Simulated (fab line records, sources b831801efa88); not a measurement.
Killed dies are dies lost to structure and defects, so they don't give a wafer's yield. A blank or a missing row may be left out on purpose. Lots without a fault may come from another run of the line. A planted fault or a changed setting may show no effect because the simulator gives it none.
Which tool did it? | flow sfq_line | 15 lots, 45 wafers sampled, at 5 steps of a route of 325

WHAT THE GAUGES READ, wafer by wafer
SFQ_M3_RS_MEAS_919: measures by four-point-probe.
lot  | measured     | on            | M3_NB_RS (ohm/sq)
L520 | day 44 07:09 | film_metro-03 | 0.882 0.880 0.883
L522 | day 45 15:59 | film_metro-01 | 0.955 0.946 0.945
L523 | day 45 21:58 | film_metro-03 | 0.937 0.943 0.936
L524 | day 46 05:11 | film_metro-03 | 0.948 0.951 0.948
L532 | day 50 13:07 | film_metro-01 | 0.893 0.891 0.893
L533 | day 50 17:55 | film_metro-01 | 0.871 0.880 0.870
L534 | day 51 01:18 | film_metro-04 | 0.895 0.895 0.905
L535 | day 51 04:44 | film_metro-03 | 0.867 0.871 0.873
L536 | day 51 11:55 | film_metro-01 | 0.886 0.891 0.878
L537 | day 51 13:19 | film_metro-01 | 0.898 0.911 0.904
L538 | day 52 05:57 | film_metro-01 | 0.895 0.893 0.901
L539 | day 52 08:21 | film_metro-04 | 0.879 0.878 0.871
L541 | day 52 21:40 | film_metro-03 | 0.899 0.899 0.891
L542 | day 53 18:02 | film_metro-03 | 0.906 0.900 0.891
L543 | day 54 03:38 | film_metro-04 | 0.874 0.878 0.882

SFQ_R5_THK_MEAS_934: measures by xrf.
lot  | measured     | on            | R5_MONX_THK (nm)
L520 | day 63 04:39 | film_metro-01 | 40.4 40.2 40.4
L522 | day 64 09:14 | film_metro-01 | 39.2 39.5 39.0
L523 | day 64 15:14 | film_metro-01 | 39.9 40.1 39.7
L524 | day 64 21:14 | film_metro-01 | 40.3 39.8 40.0
L532 | day 70 08:46 | film_metro-01 | 39.6 39.4 39.4
L533 | day 70 14:46 | film_metro-02 | 40.4 39.6 39.9
L534 | day 71 00:22 | film_metro-01 | 39.7 38.5 39.2
L535 | day 71 04:50 | film_metro-02 | 40.0 39.8 39.5
L536 | day 71 09:37 | film_metro-02 | 40.0 38.5 39.3
L537 | day 71 13:16 | film_metro-04 | 38.8 38.4 38.3
L538 | day 71 18:02 | film_metro-01 | 40.1 39.9 39.9
L539 | day 71 19:17 | film_metro-01 | 40.2 40.1 40.2
L541 | day 72 06:09 | film_metro-02 | 39.5 40.4 40.5
L542 | day 72 09:08 | film_metro-01 | 39.2 38.8 39.0
L543 | day 73 12:47 | film_metro-04 | 39.9 39.8 39.5

WHICH TOOL RAN EACH LOT (tool, then ch and the chambers of the sampled wafers, then the start)
lot  | SFQ_TRILAYER_M3_DEP_SPUTTER_073 | SFQ_TRILAYER_M3_ETCH_METAL_ETCH_078 | SFQ_TRILAYER_M5_STRIP_STRIP_127
L520 | pvd_sputter-05, day 44 07:04    | rie_metal-03 ch 0, day 44 09:44     | rie_metal-04 ch 0,1, day 62 20:35
L522 | pvd_sputter-05, day 45 15:53    | rie_metal-02 ch 0,1, day 45 18:29   | rie_metal-02 ch 1, day 64 00:34
L523 | pvd_sputter-05, day 45 21:52    | rie_metal-03 ch 0,1, day 46 01:05   | rie_metal-01 ch 0, day 64 08:13
L524 | pvd_sputter-05, day 46 05:05    | rie_metal-02 ch 0,1, day 46 07:41   | rie_metal-01 ch 0, day 64 14:13
L532 | pvd_sputter-06, day 50 13:01    | rie_metal-03 ch 0,1, day 50 15:38   | rie_metal-02 ch 0,1, day 70 03:29
L533 | pvd_sputter-04, day 50 17:49    | rie_metal-03 ch 0,1, day 50 20:41   | rie_metal-01 ch 0,1, day 70 09:29
L534 | pvd_sputter-05, day 51 01:12    | rie_metal-02 ch 0,1, day 51 03:54   | rie_metal-02 ch 0,1, day 70 19:05
L535 | pvd_sputter-04, day 51 04:37    | rie_metal-04 ch 0,1, day 51 08:39   | rie_metal-01 ch 0,1, day 70 23:32
L536 | pvd_sputter-05, day 51 11:49    | rie_metal-03 ch 1, day 51 15:55     | rie_metal-04 ch 0,1, day 71 04:20
L537 | pvd_sputter-06, day 51 13:13    | rie_metal-04 ch 0, day 51 19:27     | rie_metal-04 ch 0,1, day 71 07:56
L538 | pvd_sputter-05, day 52 05:49    | rie_metal-04 ch 0,1, day 52 08:29   | rie_metal-01 ch 0,1, day 71 12:56
L539 | pvd_sputter-04, day 52 08:13    | rie_metal-03 ch 0,1, day 52 10:53   | rie_metal-04 ch 0,1, day 71 14:08
L541 | pvd_sputter-06, day 52 21:33    | rie_metal-04 ch 0,1, day 53 00:53   | rie_metal-02 ch 0,1, day 72 00:52
L542 | pvd_sputter-06, day 53 17:57    | rie_metal-02 ch 0,1, day 53 20:34   | rie_metal-02 ch 0,1, day 72 03:16
L543 | pvd_sputter-04, day 54 03:33    | rie_metal-02 ch 0,1, day 59 17:10   | rie_metal-02 ch 0,1, day 73 07:30
- SFQ_TRILAYER_M3_DEP_SPUTTER_073: material Nb, target thk 200 nm, time 133.3 s.
- SFQ_TRILAYER_M3_ETCH_METAL_ETCH_078: etches Nb in Cl2/Ar, stops on SiO2, target depth 240 nm, time 120 s.
- SFQ_TRILAYER_M5_STRIP_STRIP_127: strips in O2.

WHAT THE TOOLS THEMSELVES READ (means of the sampled wafers that have a number; where no wafer has one, the mark that the record gives instead)
SFQ_TRILAYER_M3_DEP_SPUTTER_073.
lot  | tool           | cathode_dc_power_W (W) | throttle_valve_pct (%)
L520 | pvd_sputter-05 | 2000.1                 | 29.8
L522 | pvd_sputter-05 | 1875.9                 | 29.2
L523 | pvd_sputter-05 | 1875.8                 | 29.8
L524 | pvd_sputter-05 | 1875.6                 | 30.6
L532 | pvd_sputter-06 | 1999.6                 | 29.6
L533 | pvd_sputter-04 | 2000.0                 | 29.4
L534 | pvd_sputter-05 | 2000.0                 | 29.5
L535 | pvd_sputter-04 | 2000.0                 | 28.8
L536 | pvd_sputter-05 | 1999.9                 | 30.1
L537 | pvd_sputter-06 | 2000.2                 | 31.9
L538 | pvd_sputter-05 | 2000.0                 | 29.0
L539 | pvd_sputter-04 | 2000.3                 | 29.4
L541 | pvd_sputter-06 | 1999.8                 | 30.7
L542 | pvd_sputter-06 | 1999.9                 | 30.6
L543 | pvd_sputter-04 | 2000.1                 | 29.5

SFQ_TRILAYER_M3_ETCH_METAL_ETCH_078.
lot  | tool         | drypump_motor_current_A (A) | oes_product_au (a.u.)
L520 | rie_metal-03 | 6.0                         | 0.900
L522 | rie_metal-02 | 6.1                         | 0.862
L523 | rie_metal-03 | 5.8                         | 0.867
L524 | rie_metal-02 | 6.1                         | 0.864
L532 | rie_metal-03 | 5.5                         | 0.890
L533 | rie_metal-03 | 5.5                         | 0.898
L534 | rie_metal-02 | 5.8                         | 0.892
L535 | rie_metal-04 | 6.3                         | 0.902
L536 | rie_metal-03 | 5.2                         | 0.892
L537 | rie_metal-04 | 6.7                         | 0.887
L538 | rie_metal-04 | 6.3                         | 0.894
L539 | rie_metal-03 | 5.7                         | 0.900
L541 | rie_metal-04 | 6.3                         | 0.889
L542 | rie_metal-02 | 5.8                         | 0.887
L543 | rie_metal-02 | 6.1                         | 0.901

SFQ_TRILAYER_M5_STRIP_STRIP_127.
lot  | tool         | drypump_motor_current_A (A) | oes_product_au (a.u.)
L520 | rie_metal-04 | 6.3                         | 1.008
L522 | rie_metal-02 | 6.3                         | 1.013
L523 | rie_metal-01 | 5.8                         | 0.999
L524 | rie_metal-01 | 5.8                         | 1.001
L532 | rie_metal-02 | 6.1                         | 1.018
L533 | rie_metal-01 | 5.6                         | 1.001
L534 | rie_metal-02 | 5.9                         | 1.013
L535 | rie_metal-01 | 5.7                         | 1.007
L536 | rie_metal-04 | 6.3                         | 1.013
L537 | rie_metal-04 | 6.3                         | 1.009
L538 | rie_metal-01 | 5.6                         | 0.991
L539 | rie_metal-04 | 6.3                         | 1.010
L541 | rie_metal-02 | 6.1                         | 1.006
L542 | rie_metal-02 | 6.1                         | 1.005
L543 | rie_metal-02 | 5.8                         | 1.008

THE ANSWER, worked out from the rows above alone
Rule: what is usual is taken from the lots themselves. Put in order of their means at a reading, lots are off if they are a third of the lots or fewer, leave a main group of 4 or more, and stand apart from it by a gap of 3 or more times the standard deviation of the main group's means; of several such gaps the widest counts. A main group whose means are all the same, to the digits that the tables above print for the reading, isn't used. A lot without any number at a reading at which 4 lots or more have one is off too. The other lots that the step has rows for count as sound. The gauges are gone through in route order, then the tools' own readings, and for those a lot's mean is taken as printed above. The first step at which some lot is off is used, and at that step the reading that is off furthest; a lot without a number counts as furthest.
Off: L522, L523, L524, at SFQ_M3_RS_MEAS_919 (M3_NB_RS). The main group: mean 0.888 ohm/sq, standard deviation 0.011.
A tool fits if, at a process step before that reading, it ran every lot that is off, and no sound lot after the first of them. The gauges at SFQ_M3_RS_MEAS_919 aren't tried: what is off there is off at SFQ_TRILAYER_M3_DEP_SPUTTER_073 too, on other tools, and a gauge's error can't cause that. None of those tried fits.

WHAT THE SIMULATOR HAD PUT IN
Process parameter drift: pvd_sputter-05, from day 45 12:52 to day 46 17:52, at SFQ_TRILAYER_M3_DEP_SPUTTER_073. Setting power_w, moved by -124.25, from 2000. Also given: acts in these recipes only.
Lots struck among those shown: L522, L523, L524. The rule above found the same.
